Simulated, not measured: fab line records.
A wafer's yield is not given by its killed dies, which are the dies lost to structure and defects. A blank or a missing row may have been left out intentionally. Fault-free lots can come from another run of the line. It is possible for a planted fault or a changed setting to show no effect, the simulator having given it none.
Commonality check across tools :: flow sky130 :: Lots sampled 13, wafers sampled 39

## WHAT PROMPTED THE OPENING
Of 13 lots, 1 have the reading LDD_HVN_TW flagged at SKY_LDD_HVN_TW_MEAS_10. Fault-free wafers read 1441, with a standard deviation of 10.
Rule: a lot is flagged in two cases, either no wafer of it has a number, or all its wafers with numbers fall more than 4 standard deviations from that mean. The rest of the lots are taken to be sound.

lot: L988
measured: day 20 10:26
on: film-metro-02
LDD_HVN_TW, wafer by wafer: 1443 1443 1444
flag: 

lot: L989
measured: day 20 21:32
on: film-metro-04
LDD_HVN_TW, wafer by wafer: 1456 1449 1443
flag: 

lot: L990
measured: day 21 05:57
on: film-metro-02
LDD_HVN_TW, wafer by wafer: 1447 1445 1446
flag: 

lot: L991
measured: day 21 23:53
on: film-metro-02
LDD_HVN_TW, wafer by wafer: 1444 1449 1454
flag: 

lot: L993
measured: day 22 17:12
on: film-metro-02
LDD_HVN_TW, wafer by wafer: 1451 1452 1442
flag: 

lot: L994
measured: day 23 01:41
on: film-metro-02
LDD_HVN_TW, wafer by wafer: 1441 1432 1440
flag: 

lot: L996
measured: day 23 10:54
on: film-metro-04
LDD_HVN_TW, wafer by wafer: 30 30 30
flag: FLAGGED

lot: L997
measured: day 23 23:13
on: film-metro-03
LDD_HVN_TW, wafer by wafer: 1422 1431 1423
flag: 

lot: L104
measured: day 26 07:58
on: film-metro-04
LDD_HVN_TW, wafer by wafer: 1450 1455 1456
flag: 

lot: L106
measured: day 26 23:55
on: film-metro-02
LDD_HVN_TW, wafer by wafer: 1447 1445 1444
flag: 

lot: L108
measured: day 27 22:53
on: film-metro-03
LDD_HVN_TW, wafer by wafer: 1419 1422 1429
flag: 

lot: L110
measured: day 28 09:17
on: film-metro-03
LDD_HVN_TW, wafer by wafer: 1429 1429 1426
flag: 

lot: L111
measured: day 28 14:38
on: film-metro-02
LDD_HVN_TW, wafer by wafer: 1444 1438 1444
flag: 
Flagged lots average 30: -1411 relative to the usual, that is -99 or more standard deviations.

## LOT BY LOT: THE TOOL USED
The record keeps 1 process step preceding the reading, out of 708 steps on the route. Each cell gives the tool, then ch followed by the chambers the sampled wafers passed through, then the start.
lot: L988
flag: 
SKY_LDD_HVN_EXPOSE_04: iline-stepper-01 ch 0, day 19 19:02

lot: L989
flag: 
SKY_LDD_HVN_EXPOSE_04: iline-stepper-02 ch 0, day 20 06:31

lot: L990
flag: 
SKY_LDD_HVN_EXPOSE_04: iline-stepper-01 ch 0, day 20 14:41

lot: L991
flag: 
SKY_LDD_HVN_EXPOSE_04: iline-stepper-02 ch 0, day 21 07:53

lot: L993
flag: 
SKY_LDD_HVN_EXPOSE_04: iline-stepper-02 ch 0, day 22 01:35

lot: L994
flag: 
SKY_LDD_HVN_EXPOSE_04: iline-stepper-02 ch 0, day 22 10:07

lot: L996
flag: FLAGGED
SKY_LDD_HVN_EXPOSE_04: iline-stepper-02 ch 0, day 22 19:30

lot: L997
flag: 
SKY_LDD_HVN_EXPOSE_04: iline-stepper-02 ch 0, day 23 07:36

lot: L104
flag: 
SKY_LDD_HVN_EXPOSE_04: iline-stepper-02 ch 0, day 25 17:04

lot: L106
flag: 
SKY_LDD_HVN_EXPOSE_04: iline-stepper-02 ch 0, day 26 09:24

lot: L108
flag: 
SKY_LDD_HVN_EXPOSE_04: iline-stepper-02 ch 0, day 27 08:03

lot: L110
flag: 
SKY_LDD_HVN_EXPOSE_04: iline-stepper-02 ch 0, day 27 19:19

lot: L111
flag: 
SKY_LDD_HVN_EXPOSE_04: iline-stepper-01 ch 0, day 28 00:54
What is done by these steps:
- SKY_LDD_HVN_EXPOSE_04: exposes mask HVNTM, target cd 700 nm.
- SKY_LDD_HVN_TW_MEAS_10

## FLAGGED AGAINST TOTAL, ONE TOOL AT A TIME (gauges that did the reading follow at the end)
step: SKY_LDD_HVN_EXPOSE_04
tool: iline-stepper-01
lots run: 3
flagged: 0
share of the flagged lots: none
sound lots run after its first flagged lot: -

step: SKY_LDD_HVN_EXPOSE_04
tool: iline-stepper-02
lots run: 10
flagged: 1
share of the flagged lots: all
sound lots run after its first flagged lot: 5 (L997,L104,L106,L108,L110)

step: SKY_LDD_HVN_TW_MEAS_10
tool: film-metro-02
lots run: 7
flagged: 0
share of the flagged lots: none
sound lots run after its first flagged lot: -

step: SKY_LDD_HVN_TW_MEAS_10
tool: film-metro-03
lots run: 3
flagged: 0
share of the flagged lots: none
sound lots run after its first flagged lot: -

step: SKY_LDD_HVN_TW_MEAS_10
tool: film-metro-04
lots run: 3
flagged: 1
share of the flagged lots: all
sound lots run after its first flagged lot: 1 (L104)

## WHAT THE TABLE PERMITS
iline-stepper-02 at SKY_LDD_HVN_EXPOSE_04 and film-metro-04 at SKY_LDD_HVN_TW_MEAS_10 are the 2 rows of the table that ran each flagged lot.
- iline-stepper-02 at SKY_LDD_HVN_EXPOSE_04 ran 10 lots, 1 of them flagged. Sound lots followed the first flagged one (L997, L104, L106, L108, L110) on it, something a lasting fault affecting the whole tool could not allow.
- film-metro-04 at SKY_LDD_HVN_TW_MEAS_10 ran 3 lots, 1 of them flagged. Sound lots followed the first flagged one (L104) on it, something a lasting fault affecting the whole tool could not allow.
None of the table's rows ran every flagged lot and, after the first, no sound lot.

## WHAT THE SIMULATOR PUT IN
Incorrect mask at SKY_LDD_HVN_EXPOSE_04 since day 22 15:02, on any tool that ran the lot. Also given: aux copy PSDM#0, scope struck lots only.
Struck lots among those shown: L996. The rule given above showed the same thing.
